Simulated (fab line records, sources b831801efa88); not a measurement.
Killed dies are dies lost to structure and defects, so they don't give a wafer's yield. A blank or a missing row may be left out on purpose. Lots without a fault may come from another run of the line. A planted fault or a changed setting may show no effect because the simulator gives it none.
A struck lot beside a sound one | flow sky130 | 17 steps out of a route of 708
Sound: wafers L655.2, L655.4, L655.5. Struck: wafers L671.2, L671.4, L671.6. The cause comes at the end.
At each step with rows: each side's tool, then ch and its chambers, then its first start. Under that, the readings that differ: sound wafers | struck wafers | difference of the means | sigmas: that difference in standard deviations of wafers without a fault.
alike: readings whose means differ by less than 2 such deviations, and words and numbers that are the same on both sides. not compared: withheld readings, readings that some wafer has no value for, bounds like >300 that may hide the same value, and numbers for which the record gives no deviation and whose values overlap.
The two part at a step that has a row with sigmas, a row that says differs or no value, or rows on one side only. Numbers that don't overlap but have no deviation are shown without sigmas and don't part them. A reading that every wafer of one side lacks parts them only if that side has two wafers or more.

first, 2 steps without rows for these wafers: SKY_LOCAL_INTERCONNECT_PEB_09; SKY_LOCAL_INTERCONNECT_DEVELOP_10 (develop time 60 s).
SKY_LOCAL_INTERCONNECT_CD_MEAS_11: target cd 170 nm.
  sound on cd_sem-01, day 31 16:09; struck on cd_sem-02, day 36 15:30
  alike: cd_nm
SKY_LOCAL_INTERCONNECT_OVL_MEAS_12:
  sound on overlay-01, day 31 16:16; struck on overlay-02, day 36 15:37
  alike: LOCAL_INTERCONNECT_OVL
SKY_LOCAL_INTERCONNECT_ETCH_13: etches BARC in N2/H2, stops on SiO2, time 45.9 s, target depth 60 nm.
  sound on rie_metal-04 ch 1, day 31 16:19; struck on rie_metal-03 ch 1, day 36 15:38
  alike: drypump_motor_current_A, h2_flow_sccm, oes_product_au, throttle_valve_pct
  not compared: rf_hours_counter_h
SKY_LOCAL_INTERCONNECT_METAL_ETCH_14: etches TiN in Cl2/BCl3, stops on PSG, target depth 110 nm, time 31.4 s.
  sound on rie_metal-04 ch 1, day 31 16:26; struck on rie_metal-03 ch 1, day 36 15:42
  alike: bcl3_flow_sccm, drypump_motor_current_A, oes_product_au, throttle_valve_pct
  not compared: rf_hours_counter_h
SKY_LOCAL_INTERCONNECT_STRIP_15: strips in O2/N2.
  sound on plasma_asher-03 ch 0,1, day 31 16:31; struck on plasma_asher-03 ch 0,1, day 36 15:45
  alike: drypump_motor_current_A, oes_product_au, strip_time_to_endpoint_s
  not compared: rf_hours_counter_h
then, 3 steps without rows for these wafers: SKY_LOCAL_INTERCONNECT_STRIP_16 (strips in post etch residue remover, time 1200 s); SKY_LOCAL_INTERCONNECT_CLEAN_17 (cleans in IPA, time 180 s); SKY_LOCAL_INTERCONNECT_CLEAN_18 (cleans in O3/DIW).
SKY_CONTACT_CVD_00: deposits Si3N4, target thk 75 nm.
  sound on pecvd-04 ch 0,2, day 31 17:07; struck on pecvd-03 ch 0,1, day 36 16:21
  alike: heater_power_w
SKY_CONTACT_THK_MEAS_01:
  sound on film_metro-03, day 31 17:10; struck on film_metro-04, day 36 16:23
  alike: CONTACT_CVD_00_THK
SKY_CONTACT_HDPCVD_02: deposits SiO2, target thk 565 nm, time 94.2 s.
  sound on hdpcvd-02 ch 0,1,2, day 31 17:13; struck on hdpcvd-01 ch 0,1,2, day 36 16:26
  reading                                     | sound             | struck            | difference | sigmas
  sih4_flow_sccm (sccm)                       | 60.19 60.03 60.33 | 72.27 72.00 71.98 | +11.90     | +70
  model.SiO2_of_CONTACT_HDPCVD_02.thk_nm (nm) | 558.7 571.8 574.7 | 681 671.7 672.3   | +107       |
SKY_CONTACT_THK_MEAS_03:
  sound on film_metro-04, day 31 17:17; struck on film_metro-04, day 36 16:31
  reading                 | sound       | struck      | difference | sigmas
  CONTACT_HDPCVD_THK (nm) | 559 572 575 | 681 672 672 | +106       | +24
SKY_CONTACT_CMP_04: polishes SiO2.
  sound on cmp-02 ch 1,3, day 31 17:23; struck on cmp-02 ch 0,2, day 36 16:34
  reading                | sound    | struck      | difference | sigmas
  time_to_endpoint_s (s) | 87 87 94 | 125 118 117 | +31        | +9
  alike: edge_zone_pressure_frac, motor_current_A, retaining_ring_pressure_frac
SKY_CONTACT_BOW_MEAS_05:
  sound on film_metro-04, day 31 17:40; struck on film_metro-03, day 36 16:53
  alike: CONTACT_BOW
-- the record jumps here: 14 days lie between the struck wafers' starts before and after (it left off in module CONTACT and takes up again in module PAD_OPEN, whose first step shown is number 708 of the route) --
SKY_PAD_OPEN_PROBE_99:
  the record has rows for the struck wafers here (prober-01, day 50 07:36) and none for the sound ones

WHERE THEY PART
First at SKY_CONTACT_HDPCVD_02; last, within this record, at SKY_PAD_OPEN_PROBE_99.

WHY: what the simulator had put in
Process parameter drift: hdpcvd-01, from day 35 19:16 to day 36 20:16, at SKY_CONTACT_HDPCVD_02. Setting sih4_flow_sccm, moved by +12, from 60. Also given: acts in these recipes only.
